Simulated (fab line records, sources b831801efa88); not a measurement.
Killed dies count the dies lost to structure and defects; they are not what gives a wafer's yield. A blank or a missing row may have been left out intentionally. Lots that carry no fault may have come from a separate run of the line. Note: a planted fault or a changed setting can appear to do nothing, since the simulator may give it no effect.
Chamber matching ; flow gf180mcu ; GF_V1_CMP_04 on cmp-02 has 4 sister chambers
The step polishes SiO2. 8 wafers are shown with their chamber, then 7 later ones without.

WAFERS WITH THEIR CHAMBER
wafer;chamber;motor current A (A);time to endpoint s (s)
L670.3;3;13.6;69
L671.2;3;13.2;71
L671.5;2;11.8;74
L674.4;0;12.0;76
L674.5;2;12.0;78
L674.6;1;10.1;74
L679.1;0;12.7;73
L679.3;1;10.6;69

WAFERS WHOSE CHAMBER IS MISSING
wafer;motor current A (A);time to endpoint s (s)
L679.5;11.3;84
L683.1;11.4;78
L683.4;10.7;84
L683.6;12.1;84
L686.2;11.5;80
L686.3;13.5;80
L686.6;13.6;84

EACH ONE'S CHAMBER
wafer;from the rows above;in truth
L679.5;can't be placed: 2 or 0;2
L683.1;can't be placed: 2 or 0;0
L683.4;can't be placed: 2 or 1 or 0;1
L683.6;can't be placed: 2 or 0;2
L686.2;can't be placed: 2 or 0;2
L686.3;can't be placed: 3 or 0 or 2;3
L686.6;can't be placed: 0 or 3 or 2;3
0 of 7 placed correctly. Can't be placed from these rows: 7 (the true chamber is among the candidates in 7). 0 placed wrongly.
How it was worked out, from the rows above alone: a wafer's distance from a chamber is the root of the sum, over the readings, of the square of ((its reading less the chamber's mean) divided by the reading's scatter). The wafer belongs to the nearest chamber; if the next one is less than 2 further off, it can't be placed. A chamber's mean is the mean of its shown wafers. How the scatter is found: for the shown wafers, subtract from each reading the mean of its chamber, square and add these, divide the total by (wafers less chambers), then take the root.
